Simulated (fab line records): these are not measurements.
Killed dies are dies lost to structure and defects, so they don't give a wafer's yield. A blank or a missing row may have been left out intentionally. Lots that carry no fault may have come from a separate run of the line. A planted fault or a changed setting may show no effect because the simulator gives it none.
A struck lot beside a sound one | flow sky130 | 16 steps out of a route of 708
Sound: wafers L857.1, L857.2, L857.6. Struck: wafers L861.2, L861.4 (left out: L861.1, a lot-mate that was not struck); the cause follows at the end.
For every step that has rows: the tool of each side, followed by ch and its chambers, followed by its first start. Under that, the readings that differ: sound wafers | struck wafers | difference of the means | sigmas: that difference in standard deviations of wafers without a fault.
alike: readings with means less than 2 such deviations apart, plus words and numbers identical on both sides. not compared: withheld readings, readings lacking a value on some wafer, bounds such as >300 that could conceal the same value, and numbers that have no deviation in the record and whose values overlap.
Wherever a step has rows on one side only, a row that says differs or no value, or a row with sigmas, the two part there. When numbers do not overlap yet have no deviation, they are printed without sigmas and do not part them. A reading missing from all wafers of one side parts the sides only when that side holds two or more wafers.

first, 8 steps without rows for these wafers: SKY_METAL1_DEHYDRATE_07 (time 60 s); SKY_METAL1_HMDS_08 (prime time 60 s); SKY_METAL1_COAT_09 (resist thk 60 nm); SKY_METAL1_COAT_10 (resist thk 450 nm); SKY_METAL1_SOFTBAKE_11 (time 90 s); SKY_METAL1_EXPOSE_12 (exposes mask MM1, target cd 140 nm); SKY_METAL1_PEB_13; SKY_METAL1_DEVELOP_14 (develop time 60 s).
SKY_METAL1_CD_MEAS_15: the cd target is 140 nm.
  sound on cd_sem-02 at day 34 21:15; struck on cd_sem-02 at day 36 01:02
  alike: cd_nm
SKY_METAL1_OVL_MEAS_16:
  sound on overlay-02 at day 34 21:22; struck on overlay-01 at day 36 01:10
  alike: METAL1_OVL
SKY_METAL1_DESCUM_17: chemistry O2, time 8 s.
  sound on rie_metal-03 ch 0,1, day 34 21:25; struck on rie_metal-03 ch 1, day 36 01:12
  alike: drypump_motor_current_A, oes_product_au
  not compared: rf_hours_counter_h
SKY_METAL1_ETCH_18: etches BARC in N2/H2, stops on SiO2, time 45.9 s, target depth 60 nm.
  sound on rie_metal-03 ch 0,1, day 34 21:26; struck on rie_metal-03 ch 1, day 36 01:14
  alike: drypump_motor_current_A, h2_flow_sccm, oes_product_au, throttle_valve_pct
  not compared: rf_hours_counter_h
SKY_METAL1_METAL_ETCH_19: etches the open film in Cl2/BCl3, stops on SiO2, target depth 360 nm, time 78 s.
  sound on rie_metal-03 ch 0,1, day 34 21:31; struck on rie_metal-03 ch 1, day 36 01:17
  reading                                       | sound             | struck          | difference | sigmas
  oes_product_au (a.u.)                         | 0.865 0.858 0.866 | 0.804 0.802     | -0.060     | -10
  over_etch_frac                                | 0.3 0.3 0.3       | 0.47053 0.47053 | +0.17053   |
  model.KrF-thick_of_METAL1_COAT_10.thk_nm (nm) | 156.3 156.8 154.6 | 123.9 126       | -31.0      |
  model.METAL1.cd_nm (nm)                       | 143.3 139 140.8   | 136.1 135.9     | -5.0       |
  alike: drypump_motor_current_A, throttle_valve_pct
  not compared: rf_hours_counter_h
SKY_METAL1_STRIP_20: strips in O2/N2.
  sound on plasma_asher-02 ch 0,1, day 34 21:36; struck on plasma_asher-01 ch 0, day 36 01:23
  reading                      | sound             | struck      | difference | sigmas
  oes_product_au (a.u.)        | 0.333 0.348 0.347 | 0.331 0.328 | -0.013     | -3
  strip_time_to_endpoint_s (s) | 2.66 2.67 2.64    | 2.31 2.33   | -0.34      | -7
  alike: drypump_motor_current_A
  not compared: rf_hours_counter_h
then, 1 step without rows for these wafers: SKY_METAL1_STRIP_21 (strips in post etch residue remover, time 1200 s).
-- the record jumps here: 12 days lie between the struck wafers' starts before and after (it left off in module METAL1 and takes up again in module PAD_OPEN, whose first step shown is number 708 of the route) --
SKY_PAD_OPEN_PROBE_99:
  sound on prober-02 at day 47 08:04; struck on prober-02 at day 48 05:19
  alike: defect_limited_yield, killed_at_M0_to_M3, killed_at_M4_up, killed_at_contacts, killed_at_front_end, killed_dies, killed_open, killed_short, sort_bin_3_pad_short, sort_bin_5_function, sort_bin_6_memory, sort_n_pass, sort_yield_pct

== WHERE THEY PART ==
First at SKY_METAL1_METAL_ETCH_19; last, within this record, at SKY_METAL1_STRIP_20. Later steps at which nothing parts them and some readings are alike: SKY_PAD_OPEN_PROBE_99.

WHY: what the simulator had put in
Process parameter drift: rie_metal-03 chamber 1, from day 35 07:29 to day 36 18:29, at SKY_METAL1_METAL_ETCH_19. The setting over_etch_frac was moved by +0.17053, starting from 0.3. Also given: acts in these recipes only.
